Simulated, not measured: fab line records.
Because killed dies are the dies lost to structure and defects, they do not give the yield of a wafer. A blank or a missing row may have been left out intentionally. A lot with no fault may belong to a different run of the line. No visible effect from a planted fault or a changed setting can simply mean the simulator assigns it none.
Chamber matching / flow sky130 / 4 sister chambers for SKY_VIA2_ETCH_14 on rie_diel-02
The step etches BARC in N2/H2, stops on SiO2, time 45.9 s, target depth 60 nm. 4 wafers are shown with their chamber, then 8 later ones without.

## EACH WAFER AND ITS CHAMBER
wafer=L085.5; chamber=0; drypump_motor_current_A (A)=5.2
wafer=L087.3; chamber=2; drypump_motor_current_A (A)=5.5
wafer=L087.4; chamber=3; drypump_motor_current_A (A)=5.8
wafer=L090.2; chamber=1; drypump_motor_current_A (A)=6.0

## WAFERS WITHOUT THEIR CHAMBER
wafer=L090.5; drypump_motor_current_A (A)=5.6
wafer=L090.6; drypump_motor_current_A (A)=6.0
wafer=L093.4; drypump_motor_current_A (A)=5.2
wafer=L093.5; drypump_motor_current_A (A)=5.2
wafer=L093.6; drypump_motor_current_A (A)=5.8
wafer=L095.3; drypump_motor_current_A (A)=5.2
wafer=L095.4; drypump_motor_current_A (A)=5.5
wafer=L095.5; drypump_motor_current_A (A)=5.8

## EACH ONE'S CHAMBER
wafer=L090.5; from the rows above=2; in truth=2
wafer=L090.6; from the rows above=1; in truth=1
wafer=L093.4; from the rows above=0; in truth=0
wafer=L093.5; from the rows above=0; in truth=0
wafer=L093.6; from the rows above=3; in truth=3
wafer=L095.3; from the rows above=0; in truth=0
wafer=L095.4; from the rows above=2; in truth=2
wafer=L095.5; from the rows above=3; in truth=3
Placed correctly: 8 of 8. From these rows, 0 cannot be placed. Number placed wrongly: 0.
How it was worked out, from the rows above alone: a wafer's distance from a chamber is the root of the sum, over the readings, of the square of ((its reading less the chamber's mean) divided by the reading's scatter). The wafer belongs to the nearest chamber; if the next one is less than 2 further off, it can't be placed. A chamber's mean is the mean of its shown wafers. The scatter: root of mean squared gap, hidden wafer to nearest shown wafer, with one shown wafer a chamber.
